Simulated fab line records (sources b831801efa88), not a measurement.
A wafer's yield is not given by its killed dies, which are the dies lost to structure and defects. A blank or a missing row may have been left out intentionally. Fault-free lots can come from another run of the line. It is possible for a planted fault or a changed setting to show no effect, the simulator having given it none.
Problem report, 8D (eight disciplines) form, completed by code | flow gf180mcu | the parts of the form that need people (team, actions taken, sign-off) are left out

## 1. PROBLEM STATEMENT
Wafers with no fault read 0.581 a.u. with a standard deviation of 0.0049, whereas oesProductAu at GF_CONTACT_STRIP_18 reads a mean of 0.606 a.u. on 1 wafer of 1 lot. Relative to the usual mean, that is a shift of +5.1 standard deviations.
The step: strips in O2/N2.
First seen on wafer L320.6, day 21 17:35, on plasmaAsher-04. Wafers with a number at this step in the record: 36, from 12 lots. Rule for "out", or "out of limits": more than 4 standard deviations from the usual mean. Any other wafer with a number is counted as sound.

## 2. WHAT IT IS, AND WHAT IT ISN'T
question                    | is                | is not
which readings at this step | oesProductAu      | drypumpMotorCurrentA, heaterPowerW, platenTempC
which lots                  | L320              | L306, L308, L309, L310, L312, L313, L314, L322, L324, L328, L329
which wafers of those lots  | L320.6            | L320.4, L320.5
read on which tools         | plasmaAsher-04    | plasmaAsher-02, plasmaAsher-03
when                        | from day 21 17:35 | up to then (23 sound wafers); but 12 sound wafers of L322, L324, L328, L329 came after

## 3. THE SUSPECTS, EACH WITH WHAT RULES IT OUT
Counting: a tool at a process step up to the reading stays a suspect if it ran every lot that is out. Sound lots after the first of them don't rule it out here, since some wafers of a struck lot are sound.
- rieDiel-02 at GF_CONTACT_ETCH_17 (etches SiO2 in C4F8/O2/Ar, stops on CoSi2, target depth 860 nm): kept. It ran the lot that is out, L320 (day 21 17:00); its last sound lot up to then is L313 (day 20 01:00).
- plasmaAsher-04 at GF_CONTACT_STRIP_18 (strips in O2/N2): kept. It ran the lot that is out, L320 (day 21 17:35); its last sound lot up to then is L312 (day 19 03:14). Out on those wafers are its own readings of oesProductAu.
- rieDiel-02, GF_CONTACT_ETCH_17: wafers that are out in chamber 0, sound lot-mates in chambers 1, 3.
- Within plasmaAsher-04 at GF_CONTACT_STRIP_18: the wafers that are out ran in chamber 0; their sound lot-mates ran in chamber 1.
What counting leaves: rieDiel-02 at GF_CONTACT_ETCH_17 and plasmaAsher-04 at GF_CONTACT_STRIP_18.

## 4. THE CAUSE (what the simulator had put in)
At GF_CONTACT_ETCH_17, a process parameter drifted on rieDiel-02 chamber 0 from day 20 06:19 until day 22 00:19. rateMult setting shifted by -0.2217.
Of the 2 suspects that counting leaves, this tool is one.

## 5. THE EFFECT CHAIN, in route order
Each row: a reading where the mean over the struck wafers with a number is more than 3 standard deviations away from the usual. Only readings for which the record gives a usual standard deviation are gone through. hours: the time from each lot's start at the first step in this table that gives one to its start at this step, as a median over the lots. sigmas: the change in usual standard deviations.
hours | step                | reading      | usual      | on struck wafers | change | sigmas
0     | GF_CONTACT_STRIP_18 | oesProductAu | 0.581 a.u. | 0.606            | +0.025 | +5.1
It contains these process steps:
- GF_CONTACT_STRIP_18: strips in O2/N2.
At these later measuring or inspecting steps, every struck wafer for which the step has a row has a number for every such reading, and none has moved that far: GF_V1_OVL_MEAS_15.

## 6. WHAT WOULD HAVE CAUGHT IT SOONER
In this record no reading fell out of limits until day 21 17:35, 35 hours after the fault had begun at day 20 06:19.
Of the tool readings at GF_CONTACT_ETCH_17 for which the record gives a usual standard deviation, none was out on any struck wafer, so an alarm limit of 4 standard deviations on them would not have fired.
The start of GF_CONTACT_ETCH_17 on rieDiel-02 came by day 21 17:35 for every one of the lots that are out (1). Tool hold at that time: it would have spared none of them.
